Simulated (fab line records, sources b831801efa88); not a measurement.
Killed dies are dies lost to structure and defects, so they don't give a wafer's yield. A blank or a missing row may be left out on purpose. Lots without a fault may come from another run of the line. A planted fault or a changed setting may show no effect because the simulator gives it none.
fab line records | flow sky130
record lots=12 wafers=36 last_day=50
route steps=708 shown FIELD_ISO@9 PWDE@54 NWELL@78 PAD_OPEN@708
lots that met no fault: from a run of the same line without faults
start_h: hours from the record's first day to the start of the lot's first wafer shown | wait_h: hours since the lot's step before | " the same as in the row above | L1.1+2: a row that stands for several wafers | - no value, or no start given | * or withheld: withheld | < > ~ a bound
route shown NAME@n: a module of which the file shows steps, and the number in the route of the first | usual: mean/standard deviation of fault-free wafers | same: alike in all rows | chamber/n: place in a boat | sites: the reading at each site | _std_site: their standard deviation | _edge_site: outer sites' mean less inner sites' | radius_mm: how far each site lies from the wafer's centre | mask NAME#n: copy n | behind: the tool/chamber that last shaped the wafer | hold: why the lot was held/for how many hours/how that ended | device: the transistor (n, p or np) that didn't switch | end of line: the same wafers' tests at the end of the route | a step without rows: its recipe alone | killed: dies lost to structure and defects at the first sort, not the wafer's yield | map: a wafer's dies, x killed, . not, _ none there
set.NAME: the setting as run; set.NAME@STEP: as run at that earlier step | model.NAME: the simulator's own value behind a step, which no gauge read
steps of the route over a sample of lots; a table a step, a row a wafer
services: from which hour (start_h, from the record's first day; less than 0 if before it) a tool's chamber was out of use, for how many hours, and why
## steps
# step SKY_FIELD_ISO_COAT_08
# recipe resist=KrF-thick spin_rpm=3000 resist_thk_nm=450
# columns lot.wafer tool chamber start_h wait_h
L712.1+2+4 litho_track-04 0 26 -
L713.3+4+6 litho_track-03 0 33 -
L718.1+3+5 litho_track-01 0 59 -
L719.1+3+5 litho_track-01 0 62 -
L721.1+2+6 litho_track-01 0 72 -
L725.1+4+6 litho_track-03 0 92 -
L726.1+5+6 litho_track-03 0 100 -
L727.1+3+6 litho_track-04 0 104 -
L728.3+4+6 litho_track-04 0 108 -
L729.1+4+5 litho_track-04 0 114 -
L731.1+2+6 litho_track-04 0 124 -
L732.1+4+6 litho_track-03 0 130 -
# step SKY_FIELD_ISO_STRIP_16
# recipe chemistry=O2/N2 power_w=1400 pressure_mtorr=1500 platen_temp_c=withheld o2_flow_sccm=3000 n2_flow_sccm=300 overash_fraction=0.5
# usual drypump_motor_current_A=5.7/0.33 oes_product_au=0.378/0.0044 strip_time_to_endpoint_s=3.540/0.028
# columns lot.wafer tool chamber start_h wait_h drypump_motor_current_A oes_product_au rf_hours_counter_h strip_time_to_endpoint_s
L712.1 plasma_asher-04 1 34.65 0.0 5.7 0.377 36 3.572
L712.2 " 0 " " 5.7 0.378 36 3.561
L712.4 " 1 " " 5.7 0.376 - 3.567
L713.3 plasma_asher-04 0 40.99 0.1 5.7 0.383 - 3.531
L713.4 " 1 " " 5.7 0.376 - 3.531
L713.6 " 1 " " 5.7 0.372 - 3.536
L718.1 plasma_asher-04 0 67.86 0.0 5.7 0.385 39 3.563
L718.3 " 0 " " 5.7 0.378 - 3.555
L718.5 " 1 " " 5.7 0.370 - 3.337
L719.1 plasma_asher-02 1 71.36 0.0 6.1 0.385 39 3.538
L719.3 " 1 " " 6.1 0.377 - 3.503
L719.5 " 0 " " 5.3 0.371 - 3.322
L721.1 plasma_asher-04 1 80.95 0.0 5.7 0.372 41 3.488
L721.2 " 0 " " 5.7 0.378 41 3.525
L721.6 " 0 " " 5.7 0.362 - 3.330
L725.1 plasma_asher-02 0 101.61 0.0 5.3 0.384 43 3.529
L725.4 " 0 " " 5.3 0.377 - 3.542
L725.6 " 1 " " 6.0 0.376 - 3.532
L726.1 plasma_asher-04 1 109.71 0.0 5.7 0.375 43 3.549
L726.5 " 1 " " 5.7 0.385 - 3.542
L726.6 " 0 " " 5.7 0.378 - 3.537
L727.1 plasma_asher-04 0 112.99 0.0 5.7 0.375 44 3.518
L727.3 " 0 " " 5.7 0.373 - 3.511
L727.6 " 1 " " 5.7 0.378 - 3.530
L728.3 plasma_asher-02 1 118.04 0.1 6.1 0.382 - 3.546
L728.4 " 0 " " 5.3 0.382 - 3.576
L728.6 " 1 " " 6.1 0.378 - 3.565
L729.1 plasma_asher-02 1 124.44 0.0 6.1 0.378 1 3.500
L729.4 " 1 " " 6.1 0.380 - 3.521
L729.5 " 0 " " 5.2 0.374 - 3.498
L731.1 plasma_asher-02 0 133.64 0.0 5.3 0.384 2 3.546
L731.2 " 1 " " 6.1 0.372 2 3.493
L731.6 " 0 " " 5.3 0.374 - 3.536
L732.1 plasma_asher-02 1 140.54 0.0 6.1 0.380 2 3.539
L732.4 " 1 " " 6.1 0.376 - 3.523
L732.6 " 1 " " 6.1 0.377 - 3.507
# step SKY_FIELD_ISO_ETCH_17
# recipe target_depth_a=3420 mask_material=Si3N4 chemistry=HBr/Cl2/O2 target=Si taper_deg=5 icp_w=600 bias_w=150 pressure_mtorr=15 HBr_flow_sccm=150 Cl2_flow_sccm=40 O2_flow_sccm=6 time_s=97.7
# usual drypump_motor_current_A=6.0/0.34 oes_product_au=0.998/0.0082 throttle_valve_pct=25.658/0.01
# columns lot.wafer tool chamber start_h wait_h drypump_motor_current_A oes_product_au rf_hours_counter_h throttle_valve_pct
L712.1 rie_si-02 0 34.75 0.1 6.2 1.005 13 25.656
L712.2 " 1 " " 5.5 0.995 3 25.647
L712.4 " 2 " " 5.9 1.002 76 25.653
L713.3 rie_si-02 2 41.06 0.0 5.9 1.001 76 25.645
L713.4 " 3 " " 6.0 0.994 66 25.647
L713.6 " 0 " " 6.3 1.006 - 25.648
L718.1 rie_si-02 3 67.96 0.1 6.0 0.992 66 25.661
L718.3 " 2 " " 5.9 1.013 76 25.649
L718.5 " 0 " " 6.2 1.017 - 25.655
L719.1 rie_si-01 1 71.46 0.1 6.3 0.993 55 25.644
L719.3 " 2 " " 5.6 0.995 20 25.657
L719.5 " 3 " " 6.6 0.995 - 25.672
L721.1 rie_si-02 0 81.05 0.1 6.3 0.999 13 25.659
L721.2 " 3 " " 6.0 0.987 67 25.669
L721.6 " 2 " " 5.9 0.991 - 25.656
L725.1 rie_si-01 1 101.71 0.1 6.3 0.985 55 25.655
L725.4 " 2 " " 5.6 0.990 20 25.658
L725.6 " 3 " " 6.6 1.001 - 25.654
L726.1 rie_si-01 2 109.81 0.1 5.6 1.003 20 25.678
L726.5 " 2 " " 5.6 0.991 - 25.663
L726.6 " 1 " " 6.3 0.994 - 25.668
L727.1 rie_si-02 1 113.09 0.1 5.5 1.008 3 25.637
L727.3 " 2 " " 5.9 1.007 77 25.653
L727.6 " 3 " " 6.0 1.004 - 25.659
L728.3 rie_si-01 2 118.11 0.0 5.6 0.992 20 25.669
L728.4 " 3 " " 6.6 1.000 117 25.658
L728.6 " 0 " " 6.0 1.007 - 25.662
L729.1 rie_si-01 1 124.54 0.1 6.3 0.992 55 25.658
L729.4 " 2 " " 5.6 0.992 20 25.666
L729.5 " 0 " " 6.0 1.009 - 25.634
L731.1 rie_si-01 3 133.74 0.1 6.6 0.998 117 25.646
L731.2 " 1 " " 6.3 0.992 55 25.667
L731.6 " 2 " " 5.6 0.993 - 25.659
L732.1 rie_si-01 0 140.64 0.1 5.9 0.995 73 25.678
L732.4 " 3 " " 6.6 1.001 117 25.647
L732.6 " 2 " " 5.6 0.987 - 25.663
# step SKY_PWDE_STRIP_09
# recipe chemistry=O2/N2 power_w=1400 pressure_mtorr=1500 platen_temp_c=withheld o2_flow_sccm=3000 n2_flow_sccm=300 overash_fraction=0.5
# usual drypump_motor_current_A=5.7/0.38 oes_product_au=0.722/0.0049 strip_time_to_endpoint_s=36.93/0.11
# columns lot.wafer tool chamber start_h wait_h drypump_motor_current_A oes_product_au rf_hours_counter_h strip_time_to_endpoint_s
L712.1 plasma_asher-04 1 78.36 0.1 5.7 0.726 40 36.95
L712.2 " 0 " " 5.7 0.722 40 37.04
L712.4 " 0 " " 5.7 0.723 - 36.91
L713.3 plasma_asher-03 0 85.86 0.1 6.2 0.719 - 37.09
L713.4 " 1 " " 5.2 0.731 - 37.03
L713.6 " 0 " " 6.2 0.722 - 37.00
L718.1 plasma_asher-04 1 109.32 0.1 5.7 0.716 43 36.83
L718.3 " 0 " " 5.7 0.724 - 36.98
L718.5 " 0 " " 5.7 0.728 - 36.90
L719.1 plasma_asher-04 1 114.61 0.1 5.7 0.718 44 37.12
L719.3 " 0 " " 5.7 0.722 - 37.11
L719.5 " 0 " " 5.7 0.719 - 37.04
L721.1 plasma_asher-04 1 126.06 0.1 5.7 0.721 45 36.94
L721.2 " 0 " " 5.7 0.735 45 36.88
L721.6 " 0 " " 5.7 0.709 - 36.86
L725.1 plasma_asher-03 1 145.37 0.1 5.2 0.720 34 36.79
L725.4 " 1 " " 5.2 0.727 - 36.80
L725.6 " 1 " " 5.2 0.722 - 36.83
L726.1 plasma_asher-03 1 153.67 0.1 5.2 0.726 35 36.76
L726.5 " 0 " " 6.2 0.724 - 36.81
L726.6 " 1 " " 5.2 0.720 - 36.75
L727.1 plasma_asher-03 0 157.47 0.1 6.2 0.718 36 36.88
L727.3 " 1 " " 5.2 0.725 - 36.93
L727.6 " 0 " " 6.2 0.727 - 36.95
L728.3 plasma_asher-01 0 164.31 0.1 5.7 0.716 - 36.79
L728.4 " 1 " " 5.9 0.712 - 36.96
L728.6 " 1 " " 5.9 0.719 - 36.80
L729.1 plasma_asher-03 0 170.62 0.1 6.2 0.725 37 37.09
L729.4 " 1 " " 5.2 0.725 - 36.91
L729.5 " 0 " " 6.2 0.730 - 36.98
L731.1 plasma_asher-01 0 190.41 0.1 5.7 0.720 48 36.97
L731.2 " 1 " " 5.9 0.728 48 37.09
L731.6 " 1 " " 5.9 0.725 - 37.00
L732.1 plasma_asher-04 1 206.96 0.1 5.7 0.722 52 36.73
L732.4 " 1 " " 5.7 0.729 - 36.87
L732.6 " 1 " " 5.8 0.720 - 36.84
# step SKY_NWELL_STRIP_25
# recipe chemistry=O2/N2 power_w=1400 pressure_mtorr=1500 platen_temp_c=withheld o2_flow_sccm=3000 n2_flow_sccm=300 overash_fraction=0.5
# usual drypump_motor_current_A=5.76/0.23 oes_product_au=0.721/0.004 strip_time_to_endpoint_s=36.91/0.1
# columns lot.wafer tool chamber start_h wait_h drypump_motor_current_A oes_product_au rf_hours_counter_h strip_time_to_endpoint_s
L712.1 plasma_asher-01 1 113.96 0.1 5.90 0.721 41 36.83
L712.2 " 0 " " 5.69 0.722 41 36.76
L712.4 " 0 " " 5.69 0.716 - 36.71
L713.3 plasma_asher-02 1 122.56 0.1 6.07 0.721 - 37.01
L713.4 " 0 " " 5.26 0.727 - 37.04
L713.6 " 0 " " 5.26 0.716 - 36.96
L718.1 plasma_asher-04 1 146.86 0.1 5.70 0.719 47 36.95
L718.3 " 1 " " 5.72 0.726 - 36.86
L718.5 " 1 " " 5.71 0.725 - 36.88
L719.1 plasma_asher-02 1 152.42 0.1 6.07 0.725 3 36.81
L719.3 " 1 " " 6.07 0.724 - 36.94
L719.5 " 0 " " 5.27 0.720 - 36.88
L721.1 plasma_asher-01 0 164.57 0.1 5.72 0.719 46 36.89
L721.2 " 1 " " 5.90 0.722 46 36.98
L721.6 " 1 " " 5.93 0.716 - 36.97
L725.1 plasma_asher-02 0 184.46 0.1 5.26 0.729 6 36.89
L725.4 " 1 " " 6.06 0.724 - 36.85
L725.6 " 0 " " 5.26 0.726 - 36.92
L726.1 plasma_asher-01 1 194.06 0.1 5.91 0.716 49 36.75
L726.5 " 0 " " 5.69 0.723 - 36.83
L726.6 " 1 " " 5.92 0.732 - 36.89
L727.1 plasma_asher-01 1 198.46 0.1 5.91 0.720 49 36.88
L727.3 " 0 " " 5.72 0.725 - 36.93
L727.6 " 1 " " 5.91 0.722 - 36.95
L728.3 plasma_asher-01 1 205.61 0.1 5.91 0.730 - 36.76
L728.4 " 0 " " 5.70 0.729 - 36.79
L728.6 " 1 " " 5.91 0.722 - 36.70
L729.1 plasma_asher-01 1 212.86 0.1 5.91 0.713 51 36.84
L729.4 " 0 " " 5.70 0.724 - 36.87
L729.5 " 1 " " 5.92 0.728 - 36.84
L731.1 plasma_asher-02 0 234.61 0.1 5.24 0.717 12 37.02
L731.2 " 1 " " 6.10 0.722 12 37.05
L731.6 " 1 " " 6.11 0.725 - 37.04
L732.1 plasma_asher-01 0 250.61 0.1 5.71 0.719 54 36.96
L732.4 " 1 " " 5.91 0.719 - 37.00
L732.6 " 1 " " 5.92 0.718 - 37.10
# step SKY_PAD_OPEN_PROBE_99
# usual killed_at_M0_to_M3=44/7.2 killed_at_M4_up=3.1/1.7 killed_at_contacts=25/5.1 killed_at_front_end=14/4.6 killed_at_other=0.3/0.59 killed_dies=86/9.6 killed_open=47/7.4 killed_short=39/6
# same gross_dies=492 killed_at_back_side=0
# columns lot.wafer tool chamber start_h wait_h killed_at_M0_to_M3 killed_at_M4_up killed_at_contacts killed_at_front_end killed_at_other killed_dies killed_open killed_short
L721.1 prober-02 - 1125.80 0.1 44 2 32 8 2 88 48 40
L721.2 prober-02 - 1125.85 0.1 53 5 22 13 0 93 47 46
L721.6 prober-02 - 1126.05 0.2 46 1 24 25 0 96 52 44
# killed by level:class
L721.1 CONTACT:geometric_particle:open=13 VIA3:geometric_particle:open=8 METAL1:geometric_particle:short=7 VIA1:geometric_particle:open=6 VIA2:geometric_particle:open=6 LOCAL_INTERCONNECT:geometric_particle:short=5 CONTACT:geometric_particle:short=5 VIA3:geometric_particle:short=5
L721.2 VIA1:geometric_particle:open=14 VIA1:geometric_particle:short=8 METAL2:geometric_particle:short=7 LI_CONTACT:geometric_particle:open=7 POLY_GATE:geometric_particle:open=5 VIA2:geometric_particle:open=5 CONTACT:geometric_particle:open=5 METAL1:geometric_particle:short=5
L721.6 VIA1:geometric_particle:open=10 CONTACT:geometric_particle:short=9 FIELD_ISO:geometric_particle:open=7 METAL1:geometric_particle:short=6 POLY_GATE:geometric_particle:open=5 VIA3:geometric_particle:open=5 CONTACT:geometric_particle:open=5 FIELD_ISO:geometric_particle:short=4
## services
# columns tool chamber start_h hours kind
rie_si-01 - 15.78 0.7 repair
plasma_asher-01 - 26.47 1.9 repair
plasma_asher-01 - 32.63 1.6 repair
plasma_asher-01 - 35.59 2.5 repair
plasma_asher-04 - 89.30 3.9 repair
plasma_asher-02 - 108.75 9.0 pm
plasma_asher-02 0 108.75 9.0 vent_cycle
plasma_asher-02 1 108.75 9.0 vent_cycle
plasma_asher-02 0 117.75 - clean
plasma_asher-02 1 117.75 - clean
rie_si-02 3 155.57 9.7 repair
rie_si-01 - 179.09 0.1 repair
rie_si-01 - 200.40 0.8 repair
rie_si-01 3 224.71 - clean
rie_si-01 3 224.71 28.6 scheduled_down
rie_si-01 3 224.71 28.6 vent_cycle
rie_si-01 2 225.38 2.9 repair
rie_si-02 3 234.57 3.2 repair
## key
first_sign step=SKY_FIELD_ISO_STRIP_16 reading=strip_time_to_endpoint_s direction=down sigmas=7.5 usual=* struck=*
effect none on later readings
met_at SKY_FIELD_ISO_COAT_08
struck_lots L718,L719,L721
struck_wafers L718.5,L719.5,L721.6
tester_left_out L718,L719,L721
not_acting_at SKY_FIELD_ISO_ETCH_17,SKY_PWDE_STRIP_09,SKY_NWELL_STRIP_25
fault kind=process_parameter_drift tool=litho_track-01 chamber=- onset_h=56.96 steps=SKY_FIELD_ISO_COAT_08 channel=resist_thk_nm offset=-19.798 shape=step end_h=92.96 scope=struck_wafers_only acts_in=these_recipes_only stated=450
# tester_left_out: of these lots the tester's yield and bins aren't shown, on N5 and GAA mostly nor the transistor test; their killed dies are dies lost to structure and defects alone, not to doping, threshold or leakage, so they don't give the yield
